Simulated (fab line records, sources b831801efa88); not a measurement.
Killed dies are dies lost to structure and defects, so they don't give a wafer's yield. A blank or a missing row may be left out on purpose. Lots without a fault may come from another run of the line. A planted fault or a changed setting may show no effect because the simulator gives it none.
Which tool did it? | flow gf180mcu | 12 lots, 36 wafers sampled, at 1 step of a route of 602

WHAT THE GAUGES READ, wafer by wafer
GF_V4_OVL_MEAS_15.
lot  | measured     | on         | V4_OVL (nm)
L075 | day 25 01:55 | overlay-02 | -1 -7 7
L077 | day 25 12:30 | overlay-01 | -3 -1 4
L079 | day 26 04:02 | overlay-01 | 6 6 0
L081 | day 27 03:01 | overlay-02 | -3 0 3
L083 | day 27 22:06 | overlay-02 | -5 -4 3
L085 | day 28 17:59 | overlay-01 | -5 6 -4
L087 | day 29 11:54 | overlay-01 | -7 -9 -11
L088 | day 29 18:02 | overlay-01 | -4 2 -9
L092 | day 30 12:16 | overlay-01 | 4 7 3
L093 | day 30 15:51 | overlay-01 | -2 2 -4
L095 | day 31 07:21 | overlay-01 | -2 -7 2
L097 | day 31 14:12 | overlay-01 | 8 8 9

WHICH TOOL RAN EACH LOT (tool, then ch and the chambers of the sampled wafers, then the start)
The record holds no process step before these readings.

THE ANSWER, worked out from the rows above alone
Rule: what is usual is taken from the lots themselves. Put in order of their means at a reading, lots are off if they are a third of the lots or fewer, leave a main group of 4 or more, and stand apart from it by a gap of 3 or more times the standard deviation of the main group's means; of several such gaps the widest counts. A main group whose means are all the same, to the digits that the tables above print for the reading, isn't used. A lot without any number at a reading at which 4 lots or more have one is off too. The other lots that the step has rows for count as sound.
No lot is off at any reading shown: from this, nothing can be told.

WHAT THE SIMULATOR HAD PUT IN
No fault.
